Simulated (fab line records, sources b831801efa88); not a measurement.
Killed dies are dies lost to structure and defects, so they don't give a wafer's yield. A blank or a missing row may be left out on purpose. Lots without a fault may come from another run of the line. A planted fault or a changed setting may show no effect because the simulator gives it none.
Which tool did it? | flow gf180mcu | 14 lots, 42 wafers sampled, at 5 steps of a route of 602

WHAT THE GAUGES READ, wafer by wafer
GF_STI_THK_MEAS_30. Usual: STI_OXIDATION_02_THK 9.94 nm, standard deviation 0.24.
lot  | measured    | on            | STI_OXIDATION_02_THK (nm) | flag
L226 | day 2 06:50 | film_metro-01 | 10.05 9.86 10.07          |
L227 | day 2 10:43 | film_metro-01 | 10.33 10.32 10.34         |
L228 | day 2 18:05 | film_metro-02 | 10.07 10.12 9.85          |
L233 | day 3 19:05 | film_metro-03 | 10.36 10.24 10.41         |
L234 | day 3 22:54 | film_metro-02 | 9.77 9.80 9.80            |
L235 | day 4 03:34 | film_metro-02 | 9.80 9.72 9.87            |
L238 | day 4 19:42 | film_metro-01 | 9.77 9.73 9.95            |
L239 | day 5 01:48 | film_metro-01 | 10.21 10.36 10.09         |
L240 | day 5 07:10 | film_metro-03 | 9.82 9.74 9.57            |
L242 | day 5 16:52 | film_metro-02 | 9.85 9.74 9.79            |
L244 | day 6 03:09 | film_metro-03 | 9.77 9.73 9.62            |
L246 | day 6 13:04 | film_metro-02 | 9.94 10.03 10.16          |
L247 | day 6 18:45 | film_metro-03 | 9.76 9.84 9.89            |
L248 | day 6 23:26 | film_metro-03 | 10.01 9.98 9.88           |

GF_VT_IMPLANT_RS_MEAS_48: measures by four-point-probe. Usual: LVPWELL_RS 1196 ohm/sq, standard deviation 3.7.
lot  | measured     | on            | LVPWELL_RS (ohm/sq) | flag
L226 | day 7 16:04  | film_metro-02 | 1192 1190 1194      |
L227 | day 7 20:31  | film_metro-02 | 1196 1192 1196      |
L228 | day 8 05:13  | film_metro-02 | 1197 1195 1197      |
L233 | day 9 13:50  | film_metro-04 | 1199 1197 1198      |
L234 | day 9 18:58  | film_metro-04 | 1253 1253 1256      | OFF
L235 | day 10 01:56 | film_metro-02 | 1248 1252 1248      | OFF
L238 | day 11 00:51 | film_metro-01 | 1194 1189 1194      |
L239 | day 11 06:53 | film_metro-04 | 1201 1196 1196      |
L240 | day 11 12:56 | film_metro-04 | 1194 1199 1195      |
L242 | day 12 03:46 | film_metro-02 | 1190 1191 1192      |
L244 | day 12 16:49 | film_metro-01 | 1193 1191 1192      |
L246 | day 13 04:08 | film_metro-02 | 1192 1193 1192      |
L247 | day 13 12:58 | film_metro-04 | 1200 1203 1199      |
L248 | day 13 16:53 | film_metro-02 | 1195 1194 1194      |

GF_HV_LDD_OVL_MEAS_08. Usual: HV_LDD_OVL -0.9 nm, standard deviation 1.3.
lot  | measured     | on         | HV_LDD_OVL (nm) | flag
L226 | day 10 04:04 | overlay-01 | -4.0 -2.3 -2.8  |
L227 | day 10 07:06 | overlay-01 | 1.0 2.0 -0.1    |
L228 | day 10 16:32 | overlay-01 | -1.0 1.7 2.3    |
L233 | day 12 07:47 | overlay-01 | -0.2 -0.8 -1.2  |
L234 | day 12 12:40 | overlay-01 | -1.4 -0.2 -4.1  |
L235 | day 13 00:22 | overlay-02 | -0.5 -0.5 0.4   |
L238 | day 13 23:09 | overlay-02 | -1.6 -0.9 0.6   |
L239 | day 14 05:44 | overlay-02 | -1.7 -2.4 -3.1  |
L240 | day 14 10:04 | overlay-02 | -1.3 -1.8 -0.1  |
L242 | day 15 06:51 | overlay-02 | -1.9 -3.8 -2.0  |
L244 | day 15 20:55 | overlay-02 | 0.5 0.5 -2.2    |
L246 | day 16 04:10 | overlay-02 | -3.1 -4.6 -3.2  |
L247 | day 16 16:22 | overlay-01 | -0.8 -0.6 0.2   |
L248 | day 17 02:50 | overlay-02 | -1.8 0.6 -1.9   |

GF_SAB_CD_MEAS_09: target cd 420 nm. Usual: cd_nm 420.6 nm, standard deviation 2.3.
lot  | measured     | on        | cd_nm (nm)        | flag
L226 | day 15 04:56 | cd_sem-01 | 423.4 421.5 423.7 |
L227 | day 15 07:05 | cd_sem-01 | 419.8 420.5 418.2 |
L228 | day 15 19:07 | cd_sem-01 | 425.3 426.1 425.6 |
L233 | day 17 18:00 | cd_sem-02 | 417.5 420.6 418.3 |
L234 | day 18 01:44 | cd_sem-02 | 421.1 422.2 420.3 |
L235 | day 18 15:39 | cd_sem-02 | 418.8 419.9 416.2 |
L238 | day 19 16:31 | cd_sem-01 | 419.3 422.4 420.3 |
L239 | day 20 07:08 | cd_sem-01 | 420.3 420.4 423.2 |
L240 | day 20 08:27 | cd_sem-02 | 415.3 416.7 415.6 |
L242 | day 21 09:51 | cd_sem-02 | 425.2 421.8 422.4 |
L244 | day 21 20:52 | cd_sem-02 | 416.4 418.1 417.5 |
L246 | day 22 06:35 | cd_sem-02 | 422.1 422.0 423.1 |
L247 | day 22 18:39 | cd_sem-01 | 421.1 422.3 418.7 |
L248 | day 23 03:58 | cd_sem-02 | 420.6 420.8 420.7 |

WHICH TOOL RAN EACH LOT (tool, then ch and the chambers of the sampled wafers, then the start)
lot  | GF_LVPWELL_IMPLANT_09
L226 | implanter-03 ch 0, day 3 22:02
L227 | implanter-04 ch 0, day 4 02:31
L228 | implanter-03 ch 0, day 4 10:32
L233 | implanter-01 ch 0, day 5 12:32
L234 | implanter-01 ch 0, day 5 16:32
L235 | implanter-01 ch 0, day 5 22:10
L238 | implanter-04 ch 0, day 6 15:49
L239 | implanter-04 ch 0, day 6 22:54
L240 | implanter-04 ch 0, day 7 04:53
L242 | implanter-04 ch 0, day 7 15:54
L244 | implanter-03 ch 0, day 8 02:38
L246 | implanter-03 ch 0, day 8 12:47
L247 | implanter-04 ch 0, day 8 20:04
L248 | implanter-04 ch 0, day 9 00:47
- GF_LVPWELL_IMPLANT_09

WHAT THE TOOLS THEMSELVES READ (means of the sampled wafers that have a number; where no wafer has one, the mark that the record gives instead)
The record holds no such reading with a usual standard deviation.

THE ANSWER, worked out from the rows above alone
Rule: a lot is off if the mean of its wafers that have a number lies more than 3 standard deviations from the usual mean. A lot without any number at a reading at which 4 lots or more have one is off too. The other lots that the step has rows for count as sound. The gauges are gone through in route order, then the tools' own readings, and for those a lot's mean is taken as printed above. The first step at which some lot is off is used, and at that step the reading that is off furthest; a lot without a number counts as furthest.
Off: L234, L235, at GF_VT_IMPLANT_RS_MEAS_48 (LVPWELL_RS).
A tool fits if, at a process step before that reading, it ran every lot that is off, and no sound lot after the first of them. The gauges at GF_VT_IMPLANT_RS_MEAS_48 are tried like those tools. One fits: implanter-01 at GF_LVPWELL_IMPLANT_09. Its last sound lot is L233 (day 5 12:32), its first lot that is off L234 (day 5 16:32): a fault that began between those two fits.

WHAT THE SIMULATOR HAD PUT IN
Process parameter drift: implanter-01, from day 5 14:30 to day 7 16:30, at GF_LVPWELL_IMPLANT_09. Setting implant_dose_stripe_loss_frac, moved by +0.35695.
Lots struck among those shown: L234, L235. The rule above found the same.
